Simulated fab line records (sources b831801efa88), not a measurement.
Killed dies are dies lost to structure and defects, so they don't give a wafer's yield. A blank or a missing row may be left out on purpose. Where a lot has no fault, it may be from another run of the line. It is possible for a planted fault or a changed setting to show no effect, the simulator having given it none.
2 desks looking at one fault -- flow sky130 -- each desk holds nothing but its own numbers, with what lay behind them at the end

== TOOL OWNER'S DESK, pvdSputter-03 ==
The tool's own readings at SKY_CAPM_SPUTTER_02 (material TiN, target thk 200 nm, time 166.7 s): means of the sampled wafers that have a number, for each lot that ran on this tool. Any lot whose mean is over 4 standard deviations away from the usual mean is out of limits and marked OUT; that distance is given in the brackets.
Columns: A = cathodeDcPowerW at SKY_CAPM_SPUTTER_02, usual 6500.0 W; B = chamberPressurePa at SKY_CAPM_SPUTTER_02, usual 0.4000 Pa; C = throttleValvePct at SKY_CAPM_SPUTTER_02, usual 29.8 %
lot,first seen here,A,B,C
L534,day 36 20:23,6500.3,0.4007,30.2
L536,day 37 20:50,6499.5,0.3999,30.1
L542,day 39 07:16,3935.7 (-99 or more) OUT,0.3995,29.4
L541,day 39 08:30,3934.0 (-99 or more) OUT,0.3999,29.4
L552,day 42 09:22,6500.4,0.3997,30.3
L554,day 43 06:05,6499.3,0.4002,29.5
L555,day 43 08:53,6500.4,0.3999,30.3
This desk finds L541, L542 out of limits, L542 being first, at day 39 07:16 (cathodeDcPowerW at SKY_CAPM_SPUTTER_02). L534, L536, L552, L554, L555: within limits.

== THE METROLOGY DESK ==
Lot by lot, what the gauges showed, no matter which tool ran the lot: averages of those sampled wafers that carry a number. Any lot whose mean is over 4 standard deviations away from the usual mean is out of limits and marked OUT; that distance is given in the brackets.
Columns: A = CAPM_TIN_RS at SKY_CAPM_RS_MEAS_03, usual 6.91 ohm/sq; B = CAPM_TIN_THK at SKY_CAPM_THK_MEAS_04, usual 201.6 nm
lot,first seen here,A,B
L534,day 36 20:31,6.91,200.4
L536,day 37 20:59,6.88,204.3
L542,day 39 07:22,11.56 (+63) OUT,121.8 (-35) OUT
L541,day 39 08:37,11.39 (+61) OUT,122.9 (-34) OUT
L548,day 41 13:50,6.96,202.2
L549,day 41 14:29,6.83,202.6
L552,day 42 09:31,6.88,200.9
L554,day 43 06:11,6.89,200.9
L555,day 43 09:00,6.87,201.2
This desk finds L541, L542 out of limits, with the earliest case on L542 at day 39 07:22 (CAPM_TIN_RS at SKY_CAPM_RS_MEAS_03). L534, L536, L548, L549, L552, L554, L555: within limits.

== BROUGHT TOGETHER ==
The tool owner's desk could have raised an alarm at day 39 07:16, on L541, L542.
An alarm was possible from the metrology desk at day 39 07:22, on L541, L542.
On pvdSputter-03, each named lot ran SKY_CAPM_SPUTTER_02.

== WHAT WAS PUT IN BY THE SIMULATOR ==
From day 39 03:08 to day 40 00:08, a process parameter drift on pvdSputter-03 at SKY_CAPM_SPUTTER_02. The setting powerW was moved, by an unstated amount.
Struck lots among those shown: L541, L542.
Fault start to first reading out of limits, in hours, per desk: tool owner, 4; metrology, 4.
